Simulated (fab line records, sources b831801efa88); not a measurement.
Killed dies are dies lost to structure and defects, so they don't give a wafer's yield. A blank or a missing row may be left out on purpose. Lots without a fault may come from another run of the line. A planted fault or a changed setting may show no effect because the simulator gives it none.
A struck lot beside a sound one | flow gf180mcu | 14 steps out of a route of 602
Sound: wafers L633.2, L633.3, L633.6. Struck: wafers L628.3, L628.4, L628.6. The cause comes at the end.
At each step with rows: each side's tool, then ch and its chambers, then its first start. Under that, the readings that differ: sound wafers | struck wafers | difference of the means | sigmas: that difference in standard deviations of wafers without a fault.
alike: readings whose means differ by less than 2 such deviations, and words and numbers that are the same on both sides. not compared: withheld readings, readings that some wafer has no value for, bounds like >300 that may hide the same value, and numbers for which the record gives no deviation and whose values overlap.
The two part at a step that has a row with sigmas, a row that says differs or no value, or rows on one side only. Numbers that don't overlap but have no deviation are shown without sigmas and don't part them. A reading that every wafer of one side lacks parts them only if that side has two wafers or more.

GF_POLY_GATE_OVL_MEAS_11:
  sound on overlay-02, day 16 05:47; struck on overlay-02, day 14 12:08
  alike: POLY_GATE_OVL
GF_POLY_GATE_ETCH_12: etches BARC in N2/H2.
  sound on rie_diel-04 ch 1,2,3, day 16 05:49; struck on rie_diel-01 ch 0,3, day 14 12:10
  alike: drypump_motor_current_A, oes_product_au, throttle_valve_pct
GF_POLY_GATE_ETCH_13: etches poly-Si in HBr/Cl2, stops on SiO2, target depth 198.5 nm, time 69.6 s.
  sound on rie_si-02 ch 0,1,3, day 16 05:52; struck on rie_si-01 ch 2,3, day 14 12:13
  alike: drypump_motor_current_A, oes_product_au, throttle_valve_pct
  not compared: rf_hours_counter_h
GF_POLY_GATE_STRIP_14: strips in O2/N2.
  sound on plasma_asher-02 ch 0,1, day 16 05:55; struck on plasma_asher-03 ch 0,1, day 14 12:18
  reading               | sound             | struck            | difference | sigmas
  oes_product_au (a.u.) | 0.510 0.513 0.510 | 0.493 0.502 0.507 | -0.010     | -2
  alike: drypump_motor_current_A, heater_power_w
  not compared: rf_hours_counter_h
then, 2 steps without rows for these wafers: GF_POLY_GATE_CLEAN_15 (cleans in SC1/SC2, time 150 s); GF_POLY_GATE_OXIDATION_16 (stabilise 600 s, purge 300 s, target thk 4 nm).
GF_POLY_GATE_THK_MEAS_17:
  sound on film_metro-01, day 16 07:25; struck on film_metro-04, day 14 13:41
  alike: POLY_GATE_OXIDATION_THK
GF_POLY_GATE_CD_MEAS_18:
  sound on cd_sem-02, day 16 07:30; struck on cd_sem-02, day 14 13:47
  alike: cd_nm
then, 4 steps without rows for these wafers: GF_HV_LDD_DEHYDRATE_00 (time 60 s); GF_HV_LDD_HMDS_01 (prime time 60 s); GF_HV_LDD_COAT_02 (resist thk 1000 nm); GF_HV_LDD_SOFTBAKE_03 (time 60 s).
GF_HV_LDD_EXPOSE_04: exposes mask Nplus LV AREA, target cd 400 nm.
  sound on iline_stepper-02 ch 0, day 16 19:45; struck on iline_stepper-01, day 15 00:14
  no value came back on the struck wafers for exposure_dose_mJ_cm2, focus_offset_nm (nm), stage_vel_mm_s (mm/s); on the sound wafers exposure_dose_mJ_cm2 reads 140.13 140.13 140.00
  alike: mask
then, 1 step without rows for these wafers: GF_HV_LDD_PEB_05.

WHERE THEY PART
First at GF_POLY_GATE_STRIP_14; last, within this record, at GF_HV_LDD_EXPOSE_04.

WHY: what the simulator had put in
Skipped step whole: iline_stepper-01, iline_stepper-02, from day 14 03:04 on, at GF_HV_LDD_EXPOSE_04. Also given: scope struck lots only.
